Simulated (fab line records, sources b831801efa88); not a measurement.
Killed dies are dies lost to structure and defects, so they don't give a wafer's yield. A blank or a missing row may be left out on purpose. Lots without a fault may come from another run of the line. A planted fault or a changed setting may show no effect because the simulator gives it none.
Problem report in the 8D (eight disciplines) form, filled by code | flow sfq_line | the parts of the form that need people (team, actions taken, sign-off) are left out

1. THE PROBLEM
chamber_pressure_pa at SFQ_TRILAYER_JJ_TRILAYER_DEP_SPUTTER_110 reads a mean of 0.3856 Pa on 6 wafers of 2 lots; wafers without a fault read 0.4001 Pa with a standard deviation of 0.00082. That is -18 standard deviations from the usual mean.
The step: material Al, target thk 8 nm, time 10 s.
First seen on wafer L316.1, day 56 23:00, on pvd_sputter-06. The record holds 42 wafers of 14 lots with a number at this step. Rule for "out", or "out of limits": more than 4 standard deviations from the usual mean. The other wafers with a number count as sound.

2. WHAT IT IS AND WHAT IT IS NOT
question                    | is                     | is not
which readings at this step | chamber_pressure_pa    | throttle_valve_pct
which lots                  | L316, L318             | L300, L301, L302, L304, L305, L308, L309, L310, L311, L312, L317, L321
which wafers of those lots  | all that have a number | -
read on which tools         | pvd_sputter-06         | pvd_sputter-04, pvd_sputter-05
when                        | from day 56 23:00      | up to then (30 sound wafers); but 6 sound wafers of L317, L321 came after

3. SUSPECTS, AND WHAT RULES EACH OUT
Counting: a tool at a process step up to the reading stays a suspect if it ran every lot that is out and no sound lot after the first of them.
- pvd_sputter-06 at SFQ_TRILAYER_JJ_TRILAYER_DEP_SPUTTER_110 (material Al, target thk 8 nm, time 10 s): kept. It ran every lot that is out, first L316 (day 56 23:00), and no sound lot after that; its last sound lot up to then is L312 (day 55 19:42). Its own readings are out on those wafers: chamber_pressure_pa.
Left after counting: pvd_sputter-06 at SFQ_TRILAYER_JJ_TRILAYER_DEP_SPUTTER_110.

4. THE CAUSE (what the simulator had put in)
Process parameter drift: pvd_sputter-06, from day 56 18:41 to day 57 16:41, at SFQ_TRILAYER_JJ_TRILAYER_DEP_SPUTTER_110. Setting chamber_pressure_pa, moved by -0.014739, from 0.4. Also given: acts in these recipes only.
Counting left only this tool.

5. THE CHAIN OF EFFECTS, in route order
Each row: a reading whose mean over the struck wafers that have a number lies more than 3 standard deviations from the usual. Only readings for which the record gives a usual standard deviation are gone through. hours: the time from each lot's start at the first step in this table that gives one to its start at this step, as a median over the lots. sigmas: the change in usual standard deviations.
hours | step                                     | reading             | usual     | on struck wafers | change  | sigmas
0     | SFQ_TRILAYER_JJ_TRILAYER_DEP_SPUTTER_110 | chamber_pressure_pa | 0.4001 Pa | 0.3856           | -0.0145 | -18
The process steps in it:
- SFQ_TRILAYER_JJ_TRILAYER_DEP_SPUTTER_110: material Al, target thk 8 nm, time 10 s.

6. WHAT WOULD HAVE CAUGHT IT SOONER
In this record the first reading out of limits was taken at day 56 23:00, 4 hours after the fault began at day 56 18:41.
